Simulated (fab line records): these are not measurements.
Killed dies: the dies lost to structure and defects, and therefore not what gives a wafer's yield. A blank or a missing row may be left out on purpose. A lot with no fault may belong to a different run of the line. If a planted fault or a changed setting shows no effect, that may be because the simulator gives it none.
Chamber matching | flow gf180mcu | GF_CONTACT_CMP_04 on cmp-02: 4 sister chambers
The step polishes SiO2. 16 wafers are shown with their chamber, then 8 later ones without.

== WAFERS WITH THEIR CHAMBER ==
wafer  | chamber | motorCurrentA (A) | timeToEndpointS (s)
L163.2 | 0       | 13.6              | 101
L163.3 | 2       | 11.2              | 112
L163.6 | 3       | 11.9              | 117
L165.1 | 3       | 12.3              | 110
L165.5 | 0       | 14.3              | 112
L165.6 | 1       | 10.1              | 119
L175.1 | 2       | 10.9              | 113
L175.5 | 1       | 10.5              | 115
L175.6 | 2       | 11.4              | 122
L177.3 | 0       | 14.8              | 110
L177.4 | 1       | 10.1              | 126
L177.6 | 0       | 13.6              | 112
L181.3 | 2       | 11.0              | 116
L181.4 | 1       | 10.5              | 124
L181.6 | 2       | 11.1              | 127
L183.2 | 2       | 11.3              | 111

SIGNATURES, as means of the wafers listed above
reading         | chamber 0 | chamber 1 | chamber 2 | chamber 3 | scatter within a chamber
motorCurrentA   | 14.075    | 10.300    | 11.150    | 12.100    | 0.347
timeToEndpointS | 108.75    | 121.00    | 116.83    | 113.50    | 5.66
Rule: for a wafer and a chamber, the distance is found by dividing, reading by reading, the gap between the wafer's reading and the chamber's mean by the reading's scatter, squaring, summing and taking the root. If the next closest chamber is less than 2 further off than the closest, the wafer can't be placed; otherwise it belongs to the closest. How the scatter is found: for the shown wafers, subtract from each reading the mean of its chamber, square and add these, divide the total by (wafers less chambers), then take the root.

== WAFERS WHOSE CHAMBER IS MISSING ==
wafer  | motorCurrentA (A) | timeToEndpointS (s)
L183.5 | 10.2              | 120
L183.6 | 11.0              | 111
L182.1 | 11.0              | 114
L182.3 | 13.5              | 110
L182.5 | 13.9              | 113
L186.1 | 10.1              | 109
L186.4 | 11.3              | 110
L186.5 | 14.5              | 108

== CHAMBER TAKEN BY EACH ==
wafer  | from the rows above     | in truth
L183.5 | 1                       | 1
L183.6 | can't be placed: 2 or 1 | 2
L182.1 | can't be placed: 2 or 1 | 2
L182.3 | 0                       | 0
L182.5 | 0                       | 0
L186.1 | can't be placed: 1 or 2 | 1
L186.4 | can't be placed: 2 or 3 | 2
L186.5 | 0                       | 0
Placed correctly: 4 of 8. Can't be placed from these rows: 4 (the true chamber is among the candidates in 4). Wrongly placed: 0.
